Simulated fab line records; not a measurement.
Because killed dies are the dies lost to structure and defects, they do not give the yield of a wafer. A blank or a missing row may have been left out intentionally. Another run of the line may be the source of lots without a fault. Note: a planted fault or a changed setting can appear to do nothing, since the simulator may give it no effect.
What tool caused it? / flow gf180mcu / 21 wafers from 7 lots sampled at 2 of the route's 602 steps

== WHAT EACH GAUGE READ, for each wafer ==
GF_MVSD_OVL_MEAS_07.
lot=L563; measured=day 4 21:03; on=overlay-02; MVSD_OVL (nm)=-0.3 -0.5 0.2
lot=L567; measured=day 5 17:58; on=overlay-02; MVSD_OVL (nm)=-0.8 -1.0 0.5
lot=L573; measured=day 7 04:43; on=overlay-01; MVSD_OVL (nm)=-80.3 -82.2 -78.9
lot=L575; measured=day 7 14:44; on=overlay-02; MVSD_OVL (nm)=2.3 0.7 0.0
lot=L578; measured=day 8 07:23; on=overlay-02; MVSD_OVL (nm)=2.4 0.6 1.3
lot=L582; measured=day 9 06:05; on=overlay-02; MVSD_OVL (nm)=0.3 -0.6 0.9
lot=L585; measured=day 9 21:54; on=overlay-02; MVSD_OVL (nm)=-0.4 -1.2 0.2

== WHICH TOOL RAN EACH LOT (tool, then ch and the chambers of the sampled wafers, then the start) ==
lot=L563; GF_MVSD_EXPOSE_04=iline stepper-02 ch 0, day 4 14:13
lot=L567; GF_MVSD_EXPOSE_04=iline stepper-01 ch 0, day 5 10:23
lot=L573; GF_MVSD_EXPOSE_04=iline stepper-01 ch 0, day 6 20:31
lot=L575; GF_MVSD_EXPOSE_04=iline stepper-02 ch 0, day 7 07:05
lot=L578; GF_MVSD_EXPOSE_04=iline stepper-02 ch 0, day 7 23:31
lot=L582; GF_MVSD_EXPOSE_04=iline stepper-02 ch 0, day 8 22:40
lot=L585; GF_MVSD_EXPOSE_04=iline stepper-02 ch 0, day 9 13:38
- GF_MVSD_EXPOSE_04: exposes mask MVSD, target cd 1000 nm.

== THE ANSWER, worked out from the rows above alone ==
Rule: the usual values come from the lots themselves. Put in order of their means at a reading, lots are off if they are a third of the lots or fewer, leave a main group of 4 or more, and stand apart from it by a gap of 3 or more times the standard deviation of the main group's means; of several such gaps the widest counts. A main group is skipped when, at the precision printed for the reading in the tables above, its means are all equal. Also off: a lot with no number at a reading for which 4 or more lots have one. All remaining lots with rows at the step are treated as sound.
Off: L573, seen at GF_MVSD_OVL_MEAS_07 (MVSD_OVL). Main group: mean 0.3 nm, sd 0.72.
A tool fits if, at a process step before that reading, it ran every lot that is off, and no sound lot after the first of them. Gauges at GF_MVSD_OVL_MEAS_07: tried the same way as those tools. Undecided on this evidence; 2 tools fit (iline stepper-01 at GF_MVSD_EXPOSE_04, overlay-01 at GF_MVSD_OVL_MEAS_07).

== WHAT THE SIMULATOR HAD INSERTED ==
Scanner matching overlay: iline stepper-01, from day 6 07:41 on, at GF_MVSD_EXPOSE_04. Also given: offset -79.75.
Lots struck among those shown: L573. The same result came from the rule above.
